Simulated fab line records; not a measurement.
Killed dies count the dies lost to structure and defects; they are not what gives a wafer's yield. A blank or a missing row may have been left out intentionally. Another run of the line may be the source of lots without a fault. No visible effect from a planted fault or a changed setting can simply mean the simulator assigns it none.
Chamber matching -- flow gf180mcu -- 4 sister chambers for GF_V5_CMP_04 on cmp-01
The step polishes SiO2. 7 wafers are shown with their chamber, then 7 later ones without.

== WAFERS WITH THEIR CHAMBER ==
wafer,chamber,motor_current_A (A)
L623.4,2,12.4
L625.5,2,12.5
L625.6,3,13.4
L627.1,1,12.3
L627.5,0,11.8
L636.2,0,10.9
L636.3,1,11.9

== WAFERS WITHOUT THEIR CHAMBER ==
wafer,motor_current_A (A)
L636.5,12.9
L642.1,12.9
L642.4,12.8
L642.6,12.2
L643.2,13.6
L643.4,11.9
L643.6,11.5

== WHICH CHAMBER EACH ONE RAN IN ==
wafer,from the rows above,in truth
L636.5,can't be placed: 2 or 3 or 1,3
L642.1,can't be placed: 2 or 3 or 1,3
L642.4,can't be placed: 2 or 3 or 1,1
L642.6,can't be placed: 1 or 2 or 0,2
L643.2,3,3
L643.4,can't be placed: 1 or 0 or 2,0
L643.6,can't be placed: 0 or 1 or 2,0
1 of 7 placed correctly. From these rows, 6 cannot be placed; in 6 the true chamber is one of the candidates. Placed wrongly: 0.
How it was worked out, from the rows above alone: a wafer's distance from a chamber is the root of the sum, over the readings, of the square of ((its reading less the chamber's mean) divided by the reading's scatter). The wafer belongs to the nearest chamber; if the next one is less than 2 further off, it can't be placed. The mean given for a chamber averages the wafers shown for that chamber. The scatter is the square root of a quotient: the sum, over the shown wafers, of each reading's squared deviation from its chamber's mean, divided by wafers minus chambers.
